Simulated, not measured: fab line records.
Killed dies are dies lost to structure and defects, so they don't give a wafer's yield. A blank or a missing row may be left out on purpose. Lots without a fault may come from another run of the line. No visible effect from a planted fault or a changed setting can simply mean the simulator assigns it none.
Shared-tool check || flow sky130 || Sample size 12 lots and 35 wafers

== WHAT PROMPTED THE OPENING ==
SKY_VIA3_OVL_MEAS_13, reading VIA3_OVL: flagged on 3 of 12 lots. Fault-free wafers read -3 nm, with a standard deviation of 6.
Rule: a lot is flagged when every wafer of it that has a number lies more than 4 standard deviations from that mean, or none has a number. The other lots count as sound.

{"lot": "L250", "measured": "day 39 18:04", "on": "overlay-01", "VIA3_OVL (nm), wafer by wafer": "-4 -4 -5", "flag": ""}
{"lot": "L251", "measured": "day 40 03:28", "on": "overlay-02", "VIA3_OVL (nm), wafer by wafer": "3 -10 -2", "flag": ""}
{"lot": "L255", "measured": "day 41 17:37", "on": "overlay-02", "VIA3_OVL (nm), wafer by wafer": "-4 -5 -1", "flag": ""}
{"lot": "L258", "measured": "day 42 01:56", "on": "overlay-01", "VIA3_OVL (nm), wafer by wafer": "0 -9 -1", "flag": ""}
{"lot": "L259", "measured": "day 42 13:07", "on": "overlay-02", "VIA3_OVL (nm), wafer by wafer": "-2 -4 1", "flag": ""}
{"lot": "L261", "measured": "day 43 02:16", "on": "overlay-02", "VIA3_OVL (nm), wafer by wafer": "-1 -16 -7", "flag": ""}
{"lot": "L263", "measured": "day 43 10:41", "on": "overlay-02", "VIA3_OVL (nm), wafer by wafer": "-4 -7 -4", "flag": ""}
{"lot": "L264", "measured": "day 43 19:08", "on": "overlay-02", "VIA3_OVL (nm), wafer by wafer": "-10 -12 -11", "flag": ""}
{"lot": "L265", "measured": "day 43 20:46", "on": "overlay-02", "VIA3_OVL (nm), wafer by wafer": "-5 -7 -3", "flag": ""}
{"lot": "L269", "measured": "day 45 03:35", "on": "overlay-01", "VIA3_OVL (nm), wafer by wafer": "79 82", "flag": "FLAGGED"}
{"lot": "L270", "measured": "day 45 18:40", "on": "overlay-01", "VIA3_OVL (nm), wafer by wafer": "81 84 83", "flag": "FLAGGED"}
{"lot": "L272", "measured": "day 45 22:58", "on": "overlay-01", "VIA3_OVL (nm), wafer by wafer": "67 73 67", "flag": "FLAGGED"}
The mean of the flagged lots' numbers is 77 nm, +80 nm from the usual (+13 standard deviations).

== TOOL THAT RAN EACH LOT ==
The record keeps 1 process step preceding the reading, out of 708 steps on the route. Every cell lists first the tool, next ch and the chambers used by the sampled wafers, and last the start.
{"lot": "L250", "flag": "", "SKY_VIA3_EXPOSE_09": "krfScanner-01 ch 0, day 39 05:56"}
{"lot": "L251", "flag": "", "SKY_VIA3_EXPOSE_09": "krfScanner-01 ch 0, day 39 14:50"}
{"lot": "L255", "flag": "", "SKY_VIA3_EXPOSE_09": "krfScanner-01 ch 0, day 41 05:16"}
{"lot": "L258", "flag": "", "SKY_VIA3_EXPOSE_09": "krfScanner-01 ch 0, day 41 14:34"}
{"lot": "L259", "flag": "", "SKY_VIA3_EXPOSE_09": "krfScanner-02 ch 0, day 42 01:07"}
{"lot": "L261", "flag": "", "SKY_VIA3_EXPOSE_09": "krfScanner-01 ch 0, day 42 15:04"}
{"lot": "L263", "flag": "", "SKY_VIA3_EXPOSE_09": "krfScanner-02 ch 0, day 42 23:08"}
{"lot": "L264", "flag": "", "SKY_VIA3_EXPOSE_09": "krfScanner-02 ch 0, day 43 07:41"}
{"lot": "L265", "flag": "", "SKY_VIA3_EXPOSE_09": "krfScanner-02 ch 0, day 43 09:17"}
{"lot": "L269", "flag": "FLAGGED", "SKY_VIA3_EXPOSE_09": "krfScanner-01 ch 0, day 44 16:50"}
{"lot": "L270", "flag": "FLAGGED", "SKY_VIA3_EXPOSE_09": "krfScanner-01 ch 0, day 45 07:43"}
{"lot": "L272", "flag": "FLAGGED", "SKY_VIA3_EXPOSE_09": "krfScanner-01 ch 0, day 45 12:40"}
What is done by these steps:
- SKY_VIA3_EXPOSE_09: exposes mask VIM3, target cd 200 nm.
- SKY_VIA3_OVL_MEAS_13

== FLAGGED OVER TOTAL, TOOL BY TOOL (the gauges that took the reading come last) ==
{"step": "SKY_VIA3_EXPOSE_09", "tool": "krfScanner-01", "lots run": 8, "flagged": 3, "share of the flagged lots": "all", "sound lots run after its first flagged lot": 0}
{"step": "SKY_VIA3_EXPOSE_09", "tool": "krfScanner-02", "lots run": 4, "flagged": 0, "share of the flagged lots": "none", "sound lots run after its first flagged lot": "-"}
{"step": "SKY_VIA3_OVL_MEAS_13", "tool": "overlay-01", "lots run": 5, "flagged": 3, "share of the flagged lots": "all", "sound lots run after its first flagged lot": 0}
{"step": "SKY_VIA3_OVL_MEAS_13", "tool": "overlay-02", "lots run": 7, "flagged": 0, "share of the flagged lots": "none", "sound lots run after its first flagged lot": "-"}

== THE TABLE: WHAT IT ALLOWS ==
In 2 table rows, all flagged lots were run: krfScanner-01 (SKY_VIA3_EXPOSE_09), overlay-01 (SKY_VIA3_OVL_MEAS_13).
- krfScanner-01 at SKY_VIA3_EXPOSE_09 ran 8 lots, 3 of them flagged. Last sound lot L261 at day 42 15:04, first flagged lot L269 at day 44 16:50; a fault beginning in between fits.
- overlay-01 at SKY_VIA3_OVL_MEAS_13 ran 5 lots, 3 of them flagged. Last sound lot L258 at day 42 01:56, first flagged lot L269 at day 45 03:35; a fault beginning in between fits.
These 2 tools cannot be told apart by counting lots, since each of them fits a fault that started at some hour. More lots, or a look at what each step does to the wafer, might.

== WHAT THE SIMULATOR HAD PUT IN ==
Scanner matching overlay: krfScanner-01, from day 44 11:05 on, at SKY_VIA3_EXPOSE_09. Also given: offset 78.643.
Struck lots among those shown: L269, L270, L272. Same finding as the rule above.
